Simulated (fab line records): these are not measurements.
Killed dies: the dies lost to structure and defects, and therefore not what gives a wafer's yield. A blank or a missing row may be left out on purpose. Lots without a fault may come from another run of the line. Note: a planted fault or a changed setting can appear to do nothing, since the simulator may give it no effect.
fab line records	flow sfqLine
record: lots: 6	wafers: 18	lastDay: 91
route steps=325 shown JJ@190 M5@198
lots that met no fault: taken from a fault-free run of the same line
startH: the number of hours between the record's first day and the start of the first shown wafer of the lot	waitH: hours since the lot's step before	" unchanged from the row above	L1.1+2: a row that stands for several wafers	- either no value or no given start	* or withheld: withheld	< > ~ a bound
route shown NAME@n: names a module that has steps shown in the file, with the first one's number in the route	usual: the fault-free wafers' mean and standard deviation	same: alike in all rows	chamber/n: place in a boat	sites: readings site by site	_std_site: standard deviation across them	_edge_site: inner sites' mean taken away from outer sites' mean	radiusMm: for every site, how far away it sits from the centre of the wafer	mask NAME#n: copy n	behind: the tool/chamber that last shaped the wafer	hold: the reason the lot was held/the length of the hold in hours/how it ended	device: transistor that didn't switch, given as n, p or np	end of line: the same wafers' tests at the end of the route	a step without rows: its recipe alone	killed: at the first sort, the dies lost to defects and structure; wafer yield is something else	map: a wafer's dies, x killed, . not, _ none there
set.NAME: the setting as run; set.NAME@STEP: as run at that earlier step	model.NAME: the simulator's own value behind a step, which no gauge read
lots at selected steps of the route; one table per step, one row per wafer
services: the hour from which a tool's chamber was out of use, counted from the record's first day as startH (under 0 if before that day), plus the number of hours and why
== steps ==
step: SFQ_TRILAYER_JJ_CE_LITHO_DEVELOP_116
recipe: timeS: 60	resist: KrF
step: SFQ_JJ_OVL_MEAS_931
usual: J5_OVL: -1/4.5
lot.wafer	tool	chamber	startH	waitH	J5_OVL[nm]
L541.1	overlay-01	-	1387.75	0.1	-7
L541.2	"	-	"	"	-13
L541.3	"	-	"	"	-7
L547.2	overlay-01	-	1471.88	0.1	0
L547.4	"	-	"	"	1
L547.5	"	-	"	"	-3
L549.1	overlay-01	-	1483.67	0.1	-4
L549.2	"	-	"	"	-8
L549.4	"	-	"	"	-1
L552.1	overlay-01	-	1514.62	0.1	-5
L552.2	"	-	"	"	1
L552.4	"	-	"	"	-6
L555.2	overlay-01	-	1521.98	0.1	5
L555.3	"	-	"	"	-3
L555.4	"	-	"	"	2
L560.2	overlay-02	-	1591.01	0.1	8
L560.3	"	-	"	"	11
L560.4	"	-	"	"	6
step: SFQ_TRILAYER_JJ_CE_METRO_MEASURE_117
usual: cdNm: 700.4/1.3
lot.wafer	tool	chamber	startH	waitH	cdNm
L541.1	cdSem-02	-	1387.78	0.0	702.5
L541.2	"	-	"	"	702.7
L541.3	"	-	"	"	701.7
L547.2	cdSem-02	-	1472.11	0.2	702.4
L547.4	"	-	"	"	701.9
L547.5	"	-	"	"	701.0
L549.1	cdSem-02	-	1483.70	0.0	700.6
L549.2	"	-	"	"	700.5
L549.4	"	-	"	"	701.1
L552.1	cdSem-01	-	1514.65	0.0	699.5
L552.2	"	-	"	"	700.0
L552.4	"	-	"	"	699.7
L555.2	cdSem-02	-	1522.21	0.2	700.8
L555.3	"	-	"	"	700.4
L555.4	"	-	"	"	700.8
L560.2	cdSem-02	-	1591.24	0.2	701.8
L560.3	"	-	"	"	701.6
L560.4	"	-	"	"	701.4
step: SFQ_TRILAYER_JJ_CE_BARC_OPEN_RIE_150
recipe: maskMaterial: PR	chemistry: O2	targetDepthNm: 240	target: BARC	icpW: 600	biasW: 80	pressureMtorr: 10	timeS: 80
usual: drypumpMotorCurrentA: 6.0/0.47	oesProductAu: 0.538/0.0046
lot.wafer	tool	chamber	startH	waitH	drypumpMotorCurrentA	oesProductAu	rfHoursCounterH
L541.1	rieMetal-02	0	1388.98	1.0	6.0	0.537	46
L541.2	"	0	"	"	6.0	0.537	-
L541.3	"	0	"	"	6.0	0.539	-
L547.2	rieMetal-01	1	1473.11	0.8	5.6	0.542	57
L547.4	"	0	"	"	5.4	0.533	-
L547.5	"	0	"	"	5.4	0.542	-
L549.1	rieMetal-04	0	1484.90	1.0	6.5	0.528	2
L549.2	"	1	"	"	6.7	0.538	10
L549.4	"	0	"	"	6.5	0.546	-
L552.1	rieMetal-01	1	1515.85	1.0	5.6	0.540	66
L552.2	"	1	"	"	5.6	0.536	-
L552.4	"	1	"	"	5.6	0.540	-
L555.2	rieMetal-04	1	1523.21	0.8	6.7	0.538	16
L555.3	"	1	"	"	6.7	0.532	-
L555.4	"	0	"	"	6.5	0.536	-
L560.2	rieMetal-01	0	1592.24	0.8	5.4	0.539	13
L560.3	"	0	"	"	5.4	0.546	-
L560.4	"	1	"	"	5.6	0.531	-
step: SFQ_TRILAYER_JJ_CE_ETCH_RIE_118
recipe: target: Nb	stopOn: Al2O3	maskMaterial: PR	taperDeg: 13.257	overEtchFrac: 0.15	timeS: 97.7	chemistry: SF6	targetDepthNm: 170	icpW: 600	biasW: 80	pressureMtorr: 10
usual: drypumpMotorCurrentA: 6.0/0.47	oesProductAu: 0.987/0.0069
lot.wafer	tool	chamber	startH	waitH	drypumpMotorCurrentA	oesProductAu	rfHoursCounterH
L541.1	rieMetal-02	0	1389.16	0.2	6.0	0.991	47
L541.2	"	0	"	"	6.1	0.992	-
L541.3	"	0	"	"	6.0	0.993	-
L547.2	rieMetal-01	1	1473.20	0.1	5.6	0.987	57
L547.4	"	0	"	"	5.4	0.976	-
L547.5	"	0	"	"	5.4	0.988	-
L549.1	rieMetal-04	0	1484.99	0.1	6.4	0.991	2
L549.2	"	1	"	"	6.6	0.993	10
L549.4	"	0	"	"	6.5	0.997	-
L552.1	rieMetal-01	1	1516.04	0.2	5.6	0.979	66
L552.2	"	1	"	"	5.6	0.985	-
L552.4	"	1	"	"	5.6	0.990	-
L555.2	rieMetal-04	1	1523.30	0.1	6.6	0.994	16
L555.3	"	1	"	"	6.6	0.989	-
L555.4	"	0	"	"	6.5	0.997	-
L560.2	rieMetal-01	0	1592.34	0.1	5.4	0.982	13
L560.3	"	0	"	"	5.4	0.976	-
L560.4	"	1	"	"	5.6	0.979	-
step: SFQ_TRILAYER_JJ_ANODIZE_ANODIZE_119
recipe: currentDensityMaCm2: withheld	endCurrentDensityMaCm2: withheld	bathTempC: withheld
step: SFQ_TRILAYER_JJ_CE_STRIP_STRIP_120
recipe: gas: O2	powerW: 200	platenTempC: 40	overashFraction: 0.65	chemistry: O2	pressureMtorr: 50
usual: drypumpMotorCurrentA: 6.0/0.46	oesProductAu: 0.999/0.0084
lot.wafer	tool	chamber	startH	waitH	drypumpMotorCurrentA	oesProductAu	rfHoursCounterH
L541.1	rieMetal-01	0	1389.88	0.0	5.4	0.992	120
L541.2	"	1	"	"	5.6	0.992	49
L541.3	"	0	"	"	5.4	0.996	-
L547.2	rieMetal-04	1	1473.80	0.0	6.6	0.991	8
L547.4	"	0	"	"	6.5	1.000	-
L547.5	"	0	"	"	6.4	0.996	-
L549.1	rieMetal-04	0	1485.60	0.0	6.4	1.006	2
L549.2	"	1	"	"	6.6	1.001	10
L549.4	"	0	"	"	6.5	1.004	-
L552.1	rieMetal-02	0	1516.80	0.0	6.0	0.993	64
L552.2	"	1	"	"	5.6	1.006	13
L552.4	"	1	"	"	5.6	1.009	-
L555.2	rieMetal-01	1	1523.91	0.0	5.6	0.995	68
L555.3	"	1	"	"	5.6	1.006	-
L555.4	"	0	"	"	5.4	1.000	-
L560.2	rieMetal-04	0	1592.94	0.0	6.4	1.017	16
L560.3	"	1	"	"	6.6	1.008	-
L560.4	"	0	"	"	6.4	1.016	-
step: SFQ_TRILAYER_JJ_CE_STRIP_SOLV_CLEAN_121
recipe: chemistry: NMP	tempC: 70	timeS: 600
step: SFQ_TRILAYER_M5_LITHO_COAT_128
recipe: resist: BARC	spinRpm: 3000	resistThkNm: 62
step: SFQ_TRILAYER_M5_LITHO_COAT_123
recipe: resist: KrF	spinRpm: 3000	resistThkNm: 600
step: SFQ_TRILAYER_M5_LITHO_SOFTBAKE_127
recipe: tempC: withheld	timeS: withheld	resist: KrF
step: SFQ_TRILAYER_M5_LITHO_EXPOSE_124
recipe: maskId: M5	na: 0.6	sourceShape: conventional	sigmaOuter: 0.65	targetCdNm: 700	doseMj: 14.4
step: SFQ_TRILAYER_M5_LITHO_PEB_126
recipe: pebTempC: 115	pebTimeS: 60	resist: KrF
lot.wafer	tool	chamber	startH	waitH
L541.1+2+3	lithoTrack-04	0	1523.08	1.0
L547.2+4+5	lithoTrack-03	0	1589.74	0.8
L549.1+2+4	lithoTrack-04	0	1596.91	1.0
L552.1+2+4	lithoTrack-04	0	1614.91	1.0
L555.2+3+4	lithoTrack-01	0	1620.94	0.8
L560.2+3+4	lithoTrack-03	0	1666.54	0.8
step: SFQ_TRILAYER_M5_LITHO_DEVELOP_125
recipe: timeS: 60	resist: KrF
step: SFQ_M5_OVL_MEAS_932
usual: M5_OVL: 3/5
lot.wafer	tool	chamber	startH	waitH	M5_OVL[nm]
L541.1	overlay-01	-	1523.38	0.1	13
L541.2	"	-	"	"	2
L541.3	"	-	"	"	5
L547.2	overlay-01	-	1590.02	0.1	8
L547.4	"	-	"	"	11
L547.5	"	-	"	"	1
L549.1	overlay-02	-	1597.21	0.1	7
L549.2	"	-	"	"	5
L549.4	"	-	"	"	3
L552.1	overlay-02	-	1615.21	0.1	4
L552.2	"	-	"	"	17
L552.4	"	-	"	"	18
L555.2	overlay-02	-	1621.22	0.1	5
L555.3	"	-	"	"	3
L555.4	"	-	"	"	2
L560.2	overlay-01	-	1666.82	0.1	-8
L560.3	"	-	"	"	-1
L560.4	"	-	"	"	-5
step: SFQ_TRILAYER_M5_BARC_OPEN_METAL_ETCH_161
recipe: maskMaterial: PR	chemistry: O2	targetDepthNm: 125	target: BARC	icpW: 600	biasW: 80	pressureMtorr: 10	timeS: 41.7
usual: drypumpMotorCurrentA: 5.8/0.36	oesProductAu: 0.685/0.0044
lot.wafer	tool	chamber	startH	waitH	drypumpMotorCurrentA	oesProductAu	rfHoursCounterH	model.M5.cdNm
L541.1	rieMetal-03	0	1523.41	0.0	6.4	0.679	55	700.1
L541.2	"	1	"	"	6.1	0.686	48	699.8
L541.3	"	0	"	"	6.4	0.687	-	700.6
L547.2	rieMetal-02	0	1590.05	0.0	6.1	0.686	75	699.8
L547.4	"	1	"	"	5.6	0.690	-	698.9
L547.5	"	1	"	"	5.6	0.687	-	699.4
L549.1	rieMetal-03	0	1597.25	0.0	6.3	0.686	64	695.1
L549.2	"	1	"	"	6.0	0.685	56	696.2
L549.4	"	0	"	"	6.3	0.680	-	699
L552.1	rieMetal-02	1	1615.25	0.0	5.5	0.689	27	696
L552.2	"	0	"	"	6.1	0.691	78	695.5
L552.4	"	0	"	"	6.1	0.686	-	701.3
L555.2	rieMetal-01	1	1621.25	0.0	5.6	0.686	80	700
L555.3	"	0	"	"	5.4	0.680	-	700
L555.4	"	1	"	"	5.6	0.693	-	700
L560.2	rieMetal-01	0	1666.85	0.0	5.4	0.683	27	700
L560.3	"	1	"	"	5.6	0.676	-	701
L560.4	"	0	"	"	5.4	0.692	-	700.6
step: SFQ_TRILAYER_M5_ETCH_METAL_ETCH_126
recipe: target: Nb	stopOn: SiO2	maskMaterial: PR	overEtchFrac: 0.15	timeS: 203.2	chemistry: Cl2/BCl3	targetDepthNm: 265	icpW: 600	biasW: 80	pressureMtorr: 10
usual: drypumpMotorCurrentA: 5.8/0.36	oesProductAu: 0.727/0.0058
lot.wafer	tool	chamber	startH	waitH	drypumpMotorCurrentA	oesProductAu	rfHoursCounterH	model.M5.cdNm
L541.1	rieMetal-03	0	1523.47	0.0	6.4	0.726	55	700.1
L541.2	"	1	"	"	6.0	0.726	48	699.5
L541.3	"	0	"	"	6.4	0.728	-	701.5
L547.2	rieMetal-02	0	1590.11	0.0	6.1	0.734	75	700.4
L547.4	"	1	"	"	5.5	0.725	-	700.4
L547.5	"	1	"	"	5.6	0.735	-	701
L549.1	rieMetal-03	0	1597.31	0.0	6.4	0.727	64	695.6
L549.2	"	1	"	"	6.1	0.731	56	695.8
L549.4	"	0	"	"	6.4	0.727	-	698.4
L552.1	rieMetal-02	1	1615.31	0.0	5.6	0.716	27	695.6
L552.2	"	0	"	"	6.1	0.724	78	695.8
L552.4	"	0	"	"	6.1	0.731	-	702.6
L555.2	rieMetal-01	1	1621.31	0.0	5.6	0.722	80	700.2
L555.3	"	0	"	"	5.4	0.722	-	701.3
L555.4	"	1	"	"	5.6	0.720	-	700.8
L560.2	rieMetal-01	0	1666.91	0.0	5.4	0.738	27	699.9
L560.3	"	1	"	"	5.6	0.728	-	702.3
L560.4	"	0	"	"	5.4	0.724	-	699.8
step: SFQ_TRILAYER_M5_STRIP_STRIP_127
recipe: gas: O2	powerW: 200	platenTempC: 40	overashFraction: 0.65	chemistry: O2	pressureMtorr: 50
usual: drypumpMotorCurrentA: 5.8/0.36	oesProductAu: 1.000/0.0076
lot.wafer	tool	chamber	startH	waitH	drypumpMotorCurrentA	oesProductAu	rfHoursCounterH
L541.1	rieMetal-03	0	1523.67	0.1	6.4	1.010	56
L541.2	"	1	"	"	6.1	1.002	48
L541.3	"	0	"	"	6.4	1.008	-
L547.2	rieMetal-02	0	1590.30	0.1	6.0	0.990	75
L547.4	"	1	"	"	5.5	1.002	-
L547.5	"	1	"	"	5.6	0.998	-
L549.1	rieMetal-03	0	1597.50	0.1	6.4	0.999	64
L549.2	"	1	"	"	6.0	1.008	57
L549.4	"	0	"	"	6.4	1.014	-
L552.1	rieMetal-02	1	1615.50	0.1	5.5	1.004	27
L552.2	"	0	"	"	6.1	0.990	79
L552.4	"	0	"	"	6.0	0.992	-
L555.2	rieMetal-01	1	1621.50	0.1	5.6	0.999	81
L555.3	"	0	"	"	5.4	0.988	-
L555.4	"	1	"	"	5.6	0.999	-
L560.2	rieMetal-01	0	1667.10	0.1	5.4	0.994	27
L560.3	"	1	"	"	5.6	0.991	-
L560.4	"	0	"	"	5.4	0.989	-
== services ==
tool	chamber	startH	hours	kind
rieMetal-02	1	1365.82	9.0	repair
cdSem-02	-	1366.34	1.2	pm
cdSem-02	-	1380.19	3.7	repair
cdSem-02	-	1399.78	0.4	pm
cdSem-01	-	1408.33	1.0	pm
cdSem-01	-	1409.34	0.7	pm
rieMetal-02	-	1410.08	14.6	pm
cdSem-01	-	1420.00	0.6	pm
rieMetal-04	-	1431.61	0.4	repair
rieMetal-03	1	1434.59	7.9	repair
rieMetal-02	1	1442.55	1.7	repair
cdSem-02	-	1450.54	1.0	pm
cdSem-01	-	1454.53	1.7	pm
cdSem-02	-	1475.22	0.2	pm
cdSem-01	-	1506.87	2.5	repair
cdSem-02	-	1540.27	6.6	repair
cdSem-01	-	1550.34	0.8	repair
rieMetal-01	1	1554.49	14.8	repair
rieMetal-04	0	1560.95	10.2	repair
cdSem-02	-	1583.78	2.0	pm
cdSem-01	-	1592.33	1.2	pm
cdSem-02	-	1634.54	1.1	pm
cdSem-02	-	1637.10	1.4	pm
cdSem-02	-	1659.22	0.7	pm
== key ==
firstSign none at tools or gauges
modelEffect: step: SFQ_TRILAYER_M5_BARC_OPEN_METAL_ETCH_161	value: M5.cdNm	without: 700.2	struck: 695.7
modelEffect: step: SFQ_TRILAYER_M5_ETCH_METAL_ETCH_126	value: M5.cdNm	without: 700.2	struck: 695.7
metAt SFQ_TRILAYER_M5_LITHO_PEB_126
struckWafers L549.1,L549.2,L552.1,L552.2
onsetBetween 1523.08 1596.91
fault: kind: processParameterDrift	tool: lithoTrack-04	chamber: -	onsetH: 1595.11	steps: SFQ_TRILAYER_M5_LITHO_PEB_126	channel: pebTimeS	offset: *	shape: step	endH: 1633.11	scope: struckWafersOnly	actsIn: *	stated: *
